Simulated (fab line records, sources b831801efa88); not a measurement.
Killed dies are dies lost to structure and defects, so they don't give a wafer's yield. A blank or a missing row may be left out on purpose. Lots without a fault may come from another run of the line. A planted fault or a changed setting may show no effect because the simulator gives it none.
One fault seen from 2 desks | flow sky130 | each desk has only its own numbers; what lay behind them comes last

THE TOOL OWNER'S DESK: implanter-01
The tool's own readings at SKY_LDD_N_IMPLANT_11: means of the sampled wafers that have a number, for each lot that ran on this tool. A lot is out of limits, marked OUT, if its mean lies more than 4 standard deviations from the usual mean; the brackets give that distance.
Columns: A = beam_energy_keV at SKY_LDD_N_IMPLANT_11, usual 20.001; B = dose_ions_cm2 at SKY_LDD_N_IMPLANT_11, usual 7.5e+13; C = faraday_current_uA at SKY_LDD_N_IMPLANT_11, usual 422; D = rotation_deg at SKY_LDD_N_IMPLANT_11, usual 293.01 degrees
lot  | first seen here | A      | B                 | C              | D
L510 | day 20 13:14    | 19.993 | 7.5e+13           | 413            | 293.02
L522 | day 24 16:12    | 19.993 | 6.9e+13 (-77) OUT | 390            | 293.03
L523 | day 25 16:12    | 19.990 | 6.9e+13 (-76) OUT | 388 (-4.0) OUT | 292.99
This desk's finding: out of limits on L522, L523; first on L522, day 24 16:12 (dose_ions_cm2 at SKY_LDD_N_IMPLANT_11). In limits: L510.

THE METROLOGY DESK
What the gauges read, lot by lot, whatever tool the lot ran on: means of the sampled wafers that have a number. A lot is out of limits, marked OUT, if its mean lies more than 4 standard deviations from the usual mean; the brackets give that distance.
Columns: A = cd_nm at SKY_POLY_GATE_CD_MEAS_22, usual 149.8 nm; B = LDD_N_OVL at SKY_LDD_N_OVL_MEAS_07, usual 0.5 nm
lot  | first seen here | A     | B
L510 | day 19 04:01    | 151.7 | 2.3
L512 | day 20 05:21    | 151.9 | -0.1
L522 | day 23 09:48    | 149.5 | -0.1
L523 | day 24 10:52    | 150.8 | 0.7
L524 | day 25 04:07    | 148.8 | -1.4
L525 | day 25 05:43    | 147.9 | 2.6
This desk's finding: nothing out of limits on any of the 6 lots.

PUT TOGETHER
The tool owner's desk could have raised an alarm at day 24 16:12, on L522, L523.
The metrology desk saw nothing out of limits.
The metrology desk has L522, L523 on record, within its limits.
Of the lots named, all ran SKY_LDD_N_IMPLANT_11 on implanter-01.

WHAT THE SIMULATOR HAD PUT IN
Process parameter drift: implanter-01, from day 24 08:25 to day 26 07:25, at SKY_LDD_N_IMPLANT_11. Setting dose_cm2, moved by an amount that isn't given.
Lots struck among those shown: L522, L523.
Hours from the fault's start to each desk's first reading out of limits: the tool owner's desk, 8.
